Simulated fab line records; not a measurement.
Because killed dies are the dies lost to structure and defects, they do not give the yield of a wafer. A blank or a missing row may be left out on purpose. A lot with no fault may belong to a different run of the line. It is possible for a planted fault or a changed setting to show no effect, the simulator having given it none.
Problem report in the 8D (eight disciplines) form, filled by code -- flow sky130 -- the parts of the form that need people (team, actions taken, sign-off) are left out

1. WHAT IS WRONG
At SKY_PAD_OPEN_PROBE_99, killed_at_M0_to_M3 averages 234 over 3 wafers from 2 lots, while fault-free wafers read 42, standard deviation 7.3. That is +26 standard deviations from the usual mean.
First seen on wafer L395.4, day 47 21:11, on prober-01. The record holds 33 wafers of 11 lots with a number at this step. Rule for "out" (also "out of limits"): further than 4 standard deviations from the usual mean. Any other wafer with a number is counted as sound.

2. WHAT IT IS AND WHAT IT IS NOT
question,is,is not
which readings at this step,"killed_at_M0_to_M3, defect_limited_yield, killed_dies, killed_on_rim, sort_bin_3_pad_short, sort_bin_5_function, sort_bin_6_memory, sort_n_pass, sort_yield_pct","killed_at_M4_up, killed_at_contacts, killed_at_front_end, killed_at_other, killed_short"
which lots,"L395, L397","L387, L388, L402, L403, L404, L405, L406, L409, L410"
which wafers of those lots,"L395.4, L397.4, L397.6","L395.2, L395.3, L397.5"
read on which tools,prober-01,prober-02
when,from day 47 21:11,"up to then (8 sound wafers); but 22 sound wafers of L397, L402, L403, L404, L405, L406, L409, L410 came after"

3. WHAT RULES OUT EACH SUSPECT
Counting: a tool at a process step up to the reading stays a suspect if it ran every lot that is out. Sound lots after the first of them don't rule it out here, since some wafers of a struck lot are sound.
- cmp-01 at SKY_VIA2_CMP_02 (polishes SiO2): kept. Ran every lot that is out, first one L395 (day 37 16:22); last sound lot up to then L387 (day 36 07:22).
- prober-01 at SKY_PAD_OPEN_PROBE_99: kept. Ran every lot that is out, first one L395 (day 47 21:05); last sound lot up to then L388 (day 46 19:57). Out on those wafers are its own readings of defect_limited_yield, killed_at_M0_to_M3, killed_dies, killed_on_rim, sort_bin_3_pad_short, sort_bin_5_function, sort_bin_6_memory, sort_n_pass, sort_yield_pct.
- cmp-01, SKY_VIA2_CMP_02: wafers that are out in chamber 1, sound lot-mates in chambers 0, 2.
Remaining after the count are cmp-01 at SKY_VIA2_CMP_02 and prober-01 at SKY_PAD_OPEN_PROBE_99.

4. THE CAUSE (what the simulator had put in)
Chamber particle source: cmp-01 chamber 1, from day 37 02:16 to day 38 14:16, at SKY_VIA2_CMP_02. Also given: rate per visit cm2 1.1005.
Of the 2 suspects that counting leaves, this tool is one.

5. THE EFFECT CHAIN, in route order
One row per reading whose mean, taken over the struck wafers that have a number, lies over 3 standard deviations from the usual. Scope: only readings with a usual standard deviation given in the record; hours: median across lots of the time from each lot's start at the first step in this table that gives one to its start at this step; sigmas: change in usual standard deviations.
hours,step,reading,usual,on struck wafers,change,sigmas
0,SKY_PAD_OPEN_PROBE_99,defect_limited_yield,82.5 %,44.7,-37.8,-19
0,SKY_PAD_OPEN_PROBE_99,killed_at_M0_to_M3,42,234,+192,+26
0,SKY_PAD_OPEN_PROBE_99,killed_dies,86,272,+186,+19
0,SKY_PAD_OPEN_PROBE_99,killed_on_rim,17,56,+39,+10
0,SKY_PAD_OPEN_PROBE_99,sort_bin_3_pad_short,0.9 %,3.3,+2.4,+5.7
0,SKY_PAD_OPEN_PROBE_99,sort_bin_5_function,10.3 %,37.1,+26.8,+18
0,SKY_PAD_OPEN_PROBE_99,sort_bin_6_memory,6.3 %,14.8,+8.5,+6.5
0,SKY_PAD_OPEN_PROBE_99,sort_n_pass,406,220,-186,-19
0,SKY_PAD_OPEN_PROBE_99,sort_yield_pct,82.5 %,44.7,-37.8,-19
Here are the process steps it includes:
- SKY_PAD_OPEN_PROBE_99

6. WHAT WOULD HAVE CAUGHT IT SOONER
In this record the first reading out of limits was taken at day 47 21:11, 259 hours after the fault began at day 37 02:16.
No tool reading at SKY_VIA2_CMP_02 that has a usual standard deviation in the record was out on any struck wafer, so an alarm limit of 4 standard deviations on those readings would not have fired.
Each of the lots that are out, 2 in all, had begun SKY_VIA2_CMP_02 on cmp-01 no later than day 47 21:11. Holding the tool at that point would not have protected any of them.
